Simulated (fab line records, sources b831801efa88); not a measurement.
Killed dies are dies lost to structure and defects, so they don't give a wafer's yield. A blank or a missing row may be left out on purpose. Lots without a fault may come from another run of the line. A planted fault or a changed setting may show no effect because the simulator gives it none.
A struck lot beside a sound one | flow gf180mcu | 17 steps out of a route of 602
Sound: wafers L939.1, L939.2, L939.6. Struck: wafers L950.2, L950.4, L950.6. The cause comes at the end.
At each step with rows: each side's tool, then ch and its chambers, then its first start. Under that, the readings that differ: sound wafers | struck wafers | difference of the means | sigmas: that difference in standard deviations of wafers without a fault.
alike: readings whose means differ by less than 2 such deviations, and words and numbers that are the same on both sides. not compared: withheld readings, readings that some wafer has no value for, bounds like >300 that may hide the same value, and numbers for which the record gives no deviation and whose values overlap.
The two part at a step that has a row with sigmas, a row that says differs or no value, or rows on one side only. Numbers that don't overlap but have no deviation are shown without sigmas and don't part them. A reading that every wafer of one side lacks parts them only if that side has two wafers or more.

GF_V3_BOW_MEAS_05:
  sound on film_metro-02, day 22 05:01; struck on film_metro-04, day 26 08:44
  alike: V3_BOW
then, 8 steps without rows for these wafers: GF_V3_DEHYDRATE_06 (time 60 s); GF_V3_HMDS_07 (prime time 60 s); GF_V3_COAT_08; GF_V3_COAT_09 (resist thk 1000 nm); GF_V3_SOFTBAKE_10 (time 60 s); GF_V3_EXPOSE_11 (exposes mask Via3, target cd 260 nm); GF_V3_PEB_12 (peb time 90 s); GF_V3_DEVELOP_13 (develop time 60 s).
GF_V3_CD_MEAS_14: target cd 260 nm.
  sound on cd_sem-02, day 23 04:56; struck on cd_sem-01, day 27 05:43
  alike: cd_nm
GF_V3_OVL_MEAS_15:
  sound on overlay-01, day 23 05:03; struck on overlay-01, day 27 05:49
  alike: V3_OVL
GF_V3_ETCH_16: etches BARC in N2/H2.
  sound on rie_diel-03 ch 1,3, day 23 05:05; struck on rie_diel-03 ch 0,2, day 27 05:50
  reading               | sound             | struck            | difference | sigmas
  oes_product_au (a.u.) | 0.858 0.855 0.862 | 0.850 0.856 0.839 | -0.010     | -2
  alike: drypump_motor_current_A, rf_fwd_power_W, throttle_valve_pct
GF_V3_ETCH_17: etches SiO2 in C4F8/O2/Ar, stops on TiN, target depth 635 nm.
  sound on rie_diel-03 ch 1,3, day 23 05:00; struck on rie_diel-03 ch 0,2, day 27 05:00
  reading                                | sound             | struck            | difference | sigmas
  rf_fwd_power_W (W)                     | 1502 1491 1491    | 1719 1734 1722    | +230       | +51
  model.TiN_of_M3_SPUTTER_04.thk_nm (nm) | 48.43 49.23 49.17 | 47.17 48.02 47.46 | -1.39      |
  alike: oes_product_au
GF_V3_STRIP_18: strips in O2/N2.
  sound on plasma_asher-02 ch 0,1, day 23 05:13; struck on plasma_asher-03 ch 1, day 27 05:58
  reading                     | sound       | struck      | difference | sigmas
  drypump_motor_current_A (A) | 5.7 5.7 5.7 | 4.8 4.8 4.8 | -0.9       | -2
  alike: heater_power_w, oes_product_au
  not compared: rf_hours_counter_h
GF_V3_STRIP_19: strips in post etch residue remover, time 1200 s.
  sound on wet_bench-03 ch 0, day 23 05:19; struck on wet_bench-02 ch 3, day 27 06:04
  reading                                | sound             | struck            | difference | sigmas
  model.TiN_of_M3_SPUTTER_04.thk_nm (nm) | 48.01 48.81 48.75 | 46.74 47.59 47.03 | -1.40      |
  alike: temp_c
then, 1 step without rows for these wafers: GF_V3_CLEAN_20 (cleans in DIW).
GF_PASSIVATION_PROBE_99:
  the record has rows for the sound wafers here (prober-02, day 29 16:11) and none for the struck ones

WHERE THEY PART
First at GF_V3_ETCH_16; last, within this record, at GF_PASSIVATION_PROBE_99.

WHY: what the simulator had put in
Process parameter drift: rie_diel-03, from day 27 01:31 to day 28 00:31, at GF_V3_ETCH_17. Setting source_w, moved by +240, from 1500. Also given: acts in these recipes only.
